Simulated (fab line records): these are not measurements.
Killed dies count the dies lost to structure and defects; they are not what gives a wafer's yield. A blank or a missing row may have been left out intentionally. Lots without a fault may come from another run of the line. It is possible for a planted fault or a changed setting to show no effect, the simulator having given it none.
fab line records	flow sky130
[record] lots = 6	wafers = 18	last-day = 50
route steps=708 shown NWELL@65 PAD_OPEN@708
lots that met no fault: from a run of the same line without faults
start-h: start of the lot's first displayed wafer, in hours after the record's first day	wait-h: hours elapsed since this lot's preceding step	" repeats the value in the row above	L1.1+2: a row that stands for several wafers	- no value present, or no start provided	* or withheld: withheld	< > ~ a bound
route shown NAME@n: a module of which the file shows steps, and the number in the route of the first	usual: mean/standard deviation of fault-free wafers	same: alike in all rows	chamber/n: place in a boat	sites: the reading at each site	_std_site: their standard deviation	_edge_site: inner sites' mean taken away from outer sites' mean	radius-mm: for every site, how far away it sits from the centre of the wafer	mask NAME#n: copy n	behind: tool/chamber where the wafer was last shaped	hold: the reason the lot was held/the length of the hold in hours/how it ended	device: whichever transistor did not switch (one of n, p or np)	end of line: the same wafers' tests at the end of the route	a step given without rows: its recipe and nothing more	killed: not the wafer's yield, but the dies lost to structure and defects at the first sort	map: dies across one wafer; x = killed, . = not, _ = none there
set.NAME: the setting as run; set.NAME@STEP: as run at that earlier step	model.NAME: the simulator's own value behind a step, which no gauge read
lots at selected steps of the route; one table per step, one row per wafer
services: from which hour (start-h, from the record's first day; less than 0 if before it) a tool's chamber was out of use, for how many hours, and why
[[steps]]
[step SKY_NWELL_IMPLANT_12]
[recipe] species = P	energy-kev = 120	dose-cm2 = 1.3e+12	tilt-deg = withheld
[step SKY_NWELL_IMPLANT_13]
[recipe] species = P	energy-kev = 50	dose-cm2 = 7e+11	tilt-deg = withheld
[step SKY_NWELL_STRIP_14]
[recipe] chemistry = O2/N2	power-w = 1400	pressure-mtorr = 1500	platen-temp-c = withheld	o2-flow-sccm = 3000	n2-flow-sccm = 300	overash-fraction = 0.5
[usual] drypump-motor-current-A = 5.6/0.57	o2-flow-sccm = 3000/9	oes-product-au = 0.722/0.0046	strip-time-to-endpoint-s = 36.92/0.12
lot.wafer	tool	chamber	start-h	wait-h	drypump-motor-current-A	o2-flow-sccm	oes-product-au	rf-hours-counter-h	strip-time-to-endpoint-s
L810.1	plasma-asher-04	0	128.37	0.1	5.7	3012	0.728	30	37.07
L810.3	"	0	"	"	5.7	3012	0.725	-	37.11
L810.4	"	1	"	"	6.0	3014	0.721	-	37.06
L811.2	plasma-asher-02	1	129.05	0.1	5.4	2994	0.721	46	36.79
L811.3	"	0	"	"	4.9	2986	0.724	-	36.82
L811.5	"	1	"	"	5.4	2983	0.714	-	36.69
L819.1	plasma-asher-02	0	174.74	0.1	4.9	3000	0.726	51	36.96
L819.2	"	1	"	"	5.4	3004	0.720	51	36.90
L819.5	"	0	"	"	4.9	2999	0.721	-	36.92
L820.2	plasma-asher-03	1	181.74	0.1	6.3	3000	0.719	6	36.92
L820.4	"	1	"	"	6.3	3001	0.720	-	36.79
L820.5	"	0	"	"	4.9	3008	0.723	-	36.93
L822.2	plasma-asher-04	1	188.64	0.1	6.0	2989	0.721	36	36.87
L822.3	"	1	"	"	6.0	3001	0.732	-	36.76
L822.4	"	0	"	"	5.8	2994	0.721	-	36.75
L827.2	plasma-asher-03	1	222.15	0.1	6.3	3013	0.721	10	36.97
L827.4	"	0	"	"	4.9	2987	0.723	-	37.02
L827.6	"	0	"	"	4.9	2997	0.724	-	36.95
[step SKY_NWELL_TW_MEAS_15]
[usual] NWELL_TW = 1816/17
lot.wafer	tool	chamber	start-h	wait-h	NWELL_TW
L810.1	film-metro-02	-	128.47	0.1	1783
L810.3	"	-	"	"	1777
L810.4	"	-	"	"	1785
L811.2	film-metro-02	-	129.16	0.1	1790
L811.3	"	-	"	"	1791
L811.5	"	-	"	"	1787
L819.1	film-metro-02	-	174.84	0.1	1794
L819.2	"	-	"	"	1791
L819.5	"	-	"	"	1802
L820.2	film-metro-04	-	181.85	0.1	1823
L820.4	"	-	"	"	1817
L820.5	"	-	"	"	1830
L822.2	film-metro-04	-	188.75	0.1	1815
L822.3	"	-	"	"	1823
L822.4	"	-	"	"	1825
L827.2	film-metro-02	-	222.26	0.1	1817
L827.4	"	-	"	"	1814
L827.6	"	-	"	"	1803
[step SKY_NWELL_DEHYDRATE_16]
[recipe] temp-c = 200	time-s = 60
[step SKY_NWELL_HMDS_17]
[recipe] prime-time-s = 60	prime-temp-c = 120
[step SKY_NWELL_COAT_18]
[recipe] spin-rpm = 2000	resist-thk-nm = 3000
[step SKY_NWELL_SOFTBAKE_19]
[recipe] temp-c = 110	time-s = withheld
[step SKY_NWELL_EXPOSE_20]
[recipe] mask-id = NWM_COMPLEMENT	na = 0.6	source-shape = conventional	sigma-outer = 0.6	polarization = unpolarized	target-cd-nm = 840	dose-mj = 260
[step SKY_NWELL_PEB_21]
[recipe] temp-c = 115	time-s = withheld
[step SKY_NWELL_DEVELOP_22]
[recipe] wall-angle-deg = 90	developer = TMAH	develop-time-s = 60	dev-temp-c = 23
[step SKY_NWELL_OVL_MEAS_23]
[usual] NWELL_01_OVL = -0.5/1.4
lot.wafer	tool	chamber	start-h	wait-h	NWELL_01_OVL[nm]
L810.1	overlay-01	-	147.35	-	-2.9
L810.3	"	-	"	"	-0.1
L810.4	"	-	"	"	-3.1
L811.2	overlay-01	-	148.19	-	-1.0
L811.3	"	-	"	"	-1.1
L811.5	"	-	"	"	-1.0
L819.1	overlay-01	-	195.59	-	2.0
L819.2	"	-	"	"	1.0
L819.5	"	-	"	"	-0.1
L820.2	overlay-01	-	203.46	-	-1.5
L820.4	"	-	"	"	-0.2
L820.5	"	-	"	"	-1.6
L822.2	overlay-01	-	210.52	-	0.6
L822.3	"	-	"	"	-0.3
L822.4	"	-	"	"	-1.2
L827.2	overlay-01	-	244.76	-	-2.5
L827.4	"	-	"	"	-2.3
L827.6	"	-	"	"	-2.7
[step SKY_NWELL_IMPLANT_24]
[recipe] species = B	energy-kev = 140	dose-cm2 = 9.2e+12	tilt-deg = withheld
[usual] beam-energy-keV = 140.00/0.044	end-station-pressure-torr = 5.04e-06/2.7e-07
[same] implant-ion-amu = 11
lot.wafer	tool	chamber	start-h	wait-h	beam-energy-keV	end-station-pressure-torr	model.implant.drp-nm
L810.1	implanter-03	0	147.39	0.0	140.07	5.25e-06	95.47
L810.3	"	0	"	"	140.01	5.07e-06	95.47
L810.4	"	0	"	"	140.01	5.27e-06	95.47
L811.2	implanter-02	0	148.25	0.0	139.93	5.11e-06	95.47
L811.3	"	0	"	"	139.92	5.23e-06	95.47
L811.5	"	0	"	"	139.97	4.74e-06	95.47
L819.1	implanter-03	0	195.62	0.0	129.57	5.39e-06	92.65
L819.2	"	0	"	"	129.58	5.26e-06	92.65
L819.5	"	0	"	"	129.55	5.08e-06	92.65
L820.2	implanter-03	0	203.52	0.0	129.64	5.1e-06	92.65
L820.4	"	0	"	"	129.64	4.74e-06	92.65
L820.5	"	0	"	"	129.64	4.97e-06	92.65
L822.2	implanter-01	0	210.58	0.0	140.01	4.44e-06	95.47
L822.3	"	0	"	"	140.05	4.88e-06	95.47
L822.4	"	0	"	"	140.09	5.18e-06	95.47
L827.2	implanter-01	0	244.82	0.0	140.07	5.2e-06	95.47
L827.4	"	0	"	"	139.97	5.22e-06	95.47
L827.6	"	0	"	"	140.02	4.98e-06	95.47
[step SKY_NWELL_STRIP_25]
[recipe] chemistry = O2/N2	power-w = 1400	pressure-mtorr = 1500	platen-temp-c = withheld	o2-flow-sccm = 3000	n2-flow-sccm = 300	overash-fraction = 0.5
[usual] drypump-motor-current-A = 5.4/0.5	o2-flow-sccm = 3000/9.7	oes-product-au = 0.722/0.0042	strip-time-to-endpoint-s = 36.92/0.11
lot.wafer	tool	chamber	start-h	wait-h	drypump-motor-current-A	o2-flow-sccm	oes-product-au	rf-hours-counter-h	strip-time-to-endpoint-s
L810.1	plasma-asher-03	1	147.54	0.1	6.3	2977	0.719	3	37.10
L810.3	"	0	"	"	4.9	3007	0.723	-	36.94
L810.4	"	1	"	"	6.3	2989	0.721	-	36.95
L811.2	plasma-asher-02	1	148.37	0.1	5.4	3002	0.720	48	36.92
L811.3	"	1	"	"	5.4	2987	0.720	-	36.98
L811.5	"	1	"	"	5.4	2994	0.719	-	36.88
L819.1	plasma-asher-03	0	195.77	0.1	4.9	2996	0.721	7	36.95
L819.2	"	1	"	"	6.3	2982	0.723	7	37.08
L819.5	"	1	"	"	6.3	2990	0.726	-	37.04
L820.2	plasma-asher-04	1	203.64	0.1	5.9	3000	0.722	38	36.90
L820.4	"	1	"	"	5.9	2993	0.724	-	36.92
L820.5	"	0	"	"	5.8	2995	0.727	-	36.92
L822.2	plasma-asher-03	1	210.70	0.1	6.3	2995	0.729	9	36.80
L822.3	"	1	"	"	6.3	2997	0.722	-	36.75
L822.4	"	0	"	"	4.9	3003	0.721	-	36.83
L827.2	plasma-asher-04	0	244.94	0.1	5.7	3012	0.713	42	36.95
L827.4	"	0	"	"	5.7	3006	0.717	-	37.03
L827.6	"	1	"	"	5.9	3023	0.720	-	36.91
[step SKY_PAD_OPEN_PROBE_99]
[usual] killed_at_M0_to_M3 = 43/7	killed_at_M4_up = 3.1/1.9	killed-at-contacts = 25/6.1	killed-at-front-end = 15/4.5	killed-at-other = 0.3/0.55	killed-dies = 87/8.9	killed-open = 47/6.4	killed-short = 40/6.6
[same] gross-dies = 492	killed-at-back-side = 0
lot.wafer	tool	chamber	start-h	wait-h	killed_at_M0_to_M3	killed_at_M4_up	killed-at-contacts	killed-at-front-end	killed-at-other	killed-dies	killed-open	killed-short	model.etest.pfet_16v.r-on-ohm-um	model.etest.res-iso-pwell.rs-ohm-sq	model.etest.res-iso-pwell.line-ohm-um	model.etest.tip_n_5v.rs-ohm-sq	model.etest.res-nwell.width-nm	model.etest.res-iso-pwell.width-nm	model.etest.pfet_16v.drive-ua-um	model.etest.field-n.vt-v
L810.1	prober-02	-	1121.72	0.1	42	4	21	22	0	89	47	42	1.483e+04	2939	1110	1397	838.9	2653	247.8	35.17
L810.3	prober-02	-	1121.82	0.2	45	4	31	22	1	103	60	43	1.482e+04	2901	1090	1396	835.2	2649	247.9	34.85
L810.4	prober-02	-	1121.87	0.2	43	5	31	14	1	94	48	46	1.524e+04	3118	1168	1383	839.8	2649	246.8	35.89
L811.2	prober-01	-	1133.63	0.1	42	5	17	13	0	77	49	28	1.557e+04	3022	1138	1370	832.1	2661	237.5	36.53
L811.3	prober-01	-	1133.68	0.2	48	3	17	16	0	84	40	44	1.528e+04	2742	1032	1364	832.2	2657	241.3	34.65
L811.5	prober-01	-	1133.78	0.2	43	6	24	11	0	84	41	43	1.561e+04	3039	1131	1370	831.5	2661	235.9	36.59
L819.1	prober-01	-	1165.04	0.1	54	2	30	16	0	102	54	48	1.564e+04	3880	1474	1417	871.4	2601	245.3	34.28
L819.2	prober-01	-	1165.09	0.1	58	2	33	10	0	103	58	44	1.541e+04	3727	1417	1420	867.2	2619	248.5	34.24
L819.5	prober-01	-	1165.24	0.2	38	4	25	15	0	82	46	35	1.545e+04	3753	1442	1410	865.5	2620	250.7	34.24
L822.2	prober-01	-	1178.44	0.1	32	2	28	20	0	82	53	29	1.548e+04	3258	1216	1373	838.7	2636	244.6	36.53
L822.3	prober-01	-	1178.49	0.2	45	3	37	11	0	96	61	33	1.51e+04	3135	1194	1374	832.1	2653	246.7	36.29
L822.4	prober-01	-	1178.54	0.2	33	4	28	15	0	80	41	36	1.557e+04	3357	1284	1371	835.2	2642	243.7	36.81
L820.2	prober-02	-	1178.61	0.1	47	2	14	26	0	89	53	36	1.887e+04	5863	2246	1470	887.1	2599	190.8	30.52
L820.4	prober-02	-	1178.71	0.2	34	6	29	17	0	86	46	40	1.82e+04	5527	2093	1472	883.8	2598	199	31.27
L820.5	prober-02	-	1178.76	0.2	39	2	37	18	0	96	47	49	1.838e+04	5564	2114	1463	884.4	2611	198.6	31.37
L827.2	prober-01	-	1204.32	0.1	48	3	29	12	1	93	43	50	1.5e+04	2887	1086	1393	837.1	2645	245.8	35.52
L827.4	prober-01	-	1204.42	0.2	42	1	25	23	0	91	49	42	1.491e+04	2826	1067	1379	837.6	2639	245.4	35.18
L827.6	prober-01	-	1204.52	0.2	45	2	28	18	0	93	55	38	1.504e+04	2960	1119	1384	836.1	2633	248.2	35.87
// killed by level:class
L810.1 CONTACT:geometric-particle:open=12 FIELD_ISO:geometric-particle:short=9 METAL1:geometric-particle:short=8 FIELD_ISO:geometric-particle:open=7 VIA2:geometric-particle:open=6 VIA1:geometric-particle:short=6 VIA1:geometric-particle:open=6 VIA3:geometric-particle:open=4
L810.3 LI_CONTACT:geometric-particle:open=13 CONTACT:geometric-particle:open=10 VIA1:geometric-particle:open=9 FIELD_ISO:geometric-particle:short=7 CONTACT:geometric-particle:short=6 METAL1:geometric-particle:short=6 POLY_GATE:geometric-particle:open=5 METAL2:geometric-particle:open=5
L810.4 LI_CONTACT:geometric-particle:open=9 VIA2:geometric-particle:open=9 LOCAL_INTERCONNECT:geometric-particle:short=8 FIELD_ISO:geometric-particle:short=6 VIA1:geometric-particle:open=6 CONTACT:geometric-particle:open=6 METAL1:geometric-particle:short=6 VIA1:geometric-particle:short=4
L811.2 VIA1:geometric-particle:open=9 VIA3:geometric-particle:open=9 CONTACT:geometric-particle:open=7 POLY_GATE:geometric-particle:open=6 VIA2:geometric-particle:open=6 METAL1:geometric-particle:short=4 VIA1:geometric-particle:short=4 LI_CONTACT:geometric-particle:open=3
L811.3 VIA1:geometric-particle:open=12 VIA2:geometric-particle:open=7 CONTACT:geometric-particle:short=7 METAL1:geometric-particle:short=6 VIA3:geometric-particle:open=6 METAL2:geometric-particle:short=5 FIELD_ISO:geometric-particle:open=4 FIELD_ISO:geometric-particle:short=4
L811.5 CONTACT:geometric-particle:open=10 VIA1:geometric-particle:short=10 LI_CONTACT:geometric-particle:open=7 VIA1:geometric-particle:open=7 VIA2:geometric-particle:open=7 CONTACT:geometric-particle:short=6 VIA2:geometric-particle:short=5 METAL4:geometric-particle:short=5
L819.1 LI_CONTACT:geometric-particle:open=10 VIA2:geometric-particle:open=10 CONTACT:geometric-particle:open=9 METAL1:geometric-particle:short=7 VIA1:geometric-particle:open=7 METAL3:geometric-particle:short=7 POLY_GATE:geometric-particle:short=6 VIA1:geometric-particle:short=6
L819.2 CONTACT:geometric-particle:open=14 VIA2:geometric-particle:open=13 LI_CONTACT:geometric-particle:open=9 VIA3:geometric-particle:open=8 VIA1:geometric-particle:open=8 METAL1:geometric-particle:short=7 FIELD_ISO:geometric-particle:short=4 LOCAL_INTERCONNECT:geometric-particle:short=4
L819.5 CONTACT:geometric-particle:open=11 VIA1:geometric-particle:short=8 VIA1:geometric-particle:open=8 METAL1:geometric-particle:short=7 LI_CONTACT:geometric-particle:open=5 LI_CONTACT:geometric-particle:short=4 FIELD_ISO:geometric-particle:open=3 METAL4:geometric-particle:short=3
L822.2 CONTACT:geometric-particle:open=16 FIELD_ISO:geometric-particle:open=8 VIA1:geometric-particle:open=8 VIA1:geometric-particle:short=5 FIELD_ISO:geometric-particle:short=4 METAL2:geometric-particle:short=4 POLY_GATE:geometric-particle:open=4 VIA3:geometric-particle:open=4
L822.3 CONTACT:geometric-particle:open=17 VIA1:geometric-particle:open=11 VIA2:geometric-particle:open=10 VIA3:geometric-particle:open=8 LOCAL_INTERCONNECT:geometric-particle:short=7 METAL2:geometric-particle:short=7 LI_CONTACT:geometric-particle:open=6 VIA1:geometric-particle:short=4
L822.4 CONTACT:geometric-particle:open=13 VIA1:geometric-particle:open=7 METAL1:geometric-particle:short=6 LI_CONTACT:geometric-particle:open=6 CONTACT:geometric-particle:short=6 VIA3:geometric-particle:open=6 FIELD_ISO:geometric-particle:short=5 METAL2:geometric-particle:short=5
L820.2 VIA1:geometric-particle:open=12 VIA2:geometric-particle:open=11 VIA1:geometric-particle:short=7 CONTACT:geometric-particle:open=6 FIELD_ISO:geometric-particle:open=6 POLY_GATE:geometric-particle:open=6 FIELD_ISO:geometric-particle:short=5 POLY_GATE:geometric-particle:short=5
L820.4 CONTACT:geometric-particle:open=13 VIA1:geometric-particle:open=9 FIELD_ISO:geometric-particle:open=6 CONTACT:geometric-particle:short=6 METAL4:geometric-particle:short=6 FIELD_ISO:geometric-particle:short=5 LI_CONTACT:geometric-particle:open=5 VIA2:geometric-particle:open=5
L820.5 CONTACT:geometric-particle:open=14 VIA2:geometric-particle:open=8 METAL2:geometric-particle:short=8 VIA1:geometric-particle:open=7 LI_CONTACT:geometric-particle:short=6 LI_CONTACT:geometric-particle:open=6 CONTACT:geometric-particle:short=6 FIELD_ISO:geometric-particle:short=5
L827.2 VIA1:geometric-particle:open=11 VIA1:geometric-particle:short=10 CONTACT:geometric-particle:open=9 LI_CONTACT:geometric-particle:open=7 LI_CONTACT:geometric-particle:short=6 CONTACT:geometric-particle:short=6 METAL2:geometric-particle:short=6 FIELD_ISO:geometric-particle:short=5
L827.4 VIA1:geometric-particle:open=10 FIELD_ISO:geometric-particle:open=8 LI_CONTACT:geometric-particle:open=7 METAL1:geometric-particle:short=7 POLY_GATE:geometric-particle:open=6 CONTACT:geometric-particle:open=6 LOCAL_INTERCONNECT:geometric-particle:short=6 POLY_GATE:geometric-particle:short=4
L827.6 CONTACT:geometric-particle:open=16 VIA1:geometric-particle:open=9 VIA2:geometric-particle:open=8 VIA3:geometric-particle:open=7 POLY_GATE:geometric-particle:short=6 FIELD_ISO:geometric-particle:short=5 METAL1:geometric-particle:short=5 LI_CONTACT:geometric-particle:open=5
[[services]]
tool	chamber	start-h	hours	kind
plasma-asher-03	-	108.75	9.0	pm
plasma-asher-03	0	108.75	9.0	vent-cycle
plasma-asher-03	1	108.75	9.0	vent-cycle
implanter-02	-	110.16	1.5	repair
plasma-asher-03	-	110.28	3.5	repair
plasma-asher-04	-	112.68	1.3	repair
plasma-asher-03	0	117.75	-	clean
plasma-asher-03	1	117.75	-	clean
implanter-03	-	127.09	0.7	repair
plasma-asher-02	-	153.70	0.9	repair
plasma-asher-02	-	184.78	1.8	repair
plasma-asher-02	-	201.39	14.6	pm
implanter-01	-	223.06	3.5	repair
[[key]]
[first-sign] step = SKY_NWELL_IMPLANT_24	reading = beam-energy-keV	direction = down	sigmas = 99+	usual = *	struck = *
effect none on later readings
[model-effect] step = SKY_NWELL_IMPLANT_24	value = implant.drp-nm	without = 95.47	struck = 92.65
[model-effect] step = SKY_PAD_OPEN_PROBE_99	value = etest.pfet_16v.r-on-ohm-um	without = 1.562e+04	struck = 1.699e+04
met-at SKY_NWELL_IMPLANT_24
struck-wafers L819.1,L819.2,L819.5,L820.2,L820.4,L820.5
tester-left-out L819,L820
onset-between 147.39 195.62
[fault] kind = process-parameter-drift	tool = implanter-03	chamber = -	onset-h = 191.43	steps = SKY_NWELL_IMPLANT_24	channel = energy-kev	offset = *	shape = step	end-h = 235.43	acts-in = *	stated = *
// tester-left-out: of these lots the tester's yield and bins aren't shown, on N5 and GAA mostly nor the transistor test; their killed dies are dies lost to structure and defects alone, not to doping, threshold or leakage, so they don't give the yield
